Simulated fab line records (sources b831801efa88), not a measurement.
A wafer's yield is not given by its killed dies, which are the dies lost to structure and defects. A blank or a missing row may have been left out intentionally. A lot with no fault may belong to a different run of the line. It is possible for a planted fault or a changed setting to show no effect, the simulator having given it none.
2 desks looking at one fault	flow sky130	what lay behind the numbers comes last; until then each desk has only its own

## FROM THE METROLOGY DESK
Lot by lot, what the gauges showed, no matter which tool ran the lot: averages of those sampled wafers that carry a number. The brackets show how far a lot's mean lies from the usual mean; more than 4 standard deviations puts the lot out of limits, marked OUT.
Columns: A = CONTACT_W_THK at SKY_CONTACT_THK_MEAS_26, usual 350 nm
lot	first seen here	A
L516	day 32 22:53	351
L515	day 33 00:35	343
L517	day 33 00:59	367
L518	day 33 02:41	348
L519	day 33 03:22	346
L520	day 34 00:38	342
L525	day 34 22:10	351
L527	day 35 13:10	347
L528	day 35 21:04	352
L530	day 36 21:19	358
L531	day 37 01:36	342
L532	day 37 18:28	346
L534	day 38 01:31	356
L535	day 38 05:53	352
This desk found nothing out of limits on any of the 14 lots.

## TOOL OWNER'S DESK, lithoTrack-01
The tool's own readings at SKY_METAL1_PEB_13, given as means over the sampled wafers that have a number, one for each lot that went through this tool. The brackets show how far a lot's mean lies from the usual mean; more than 4 standard deviations puts the lot out of limits, marked OUT.
Columns: A = exhaustPa at SKY_METAL1_PEB_13, usual 45.0 Pa
lot	first seen here	A
L516	day 34 01:00	44.4
L515	day 34 03:00	44.5
L525	day 36 00:00	45.9
L530	day 37 22:00	44.8
L531	day 38 03:00	44.6
L532	day 38 20:00	43.5
L535	day 39 06:00	45.4
This desk found nothing out of limits on any of the 7 lots.

## PUT TOGETHER
At the metrology desk, nothing out of limits was observed.
The tool owner's desk saw nothing out of limits.

## WHAT WAS PUT IN BY THE SIMULATOR
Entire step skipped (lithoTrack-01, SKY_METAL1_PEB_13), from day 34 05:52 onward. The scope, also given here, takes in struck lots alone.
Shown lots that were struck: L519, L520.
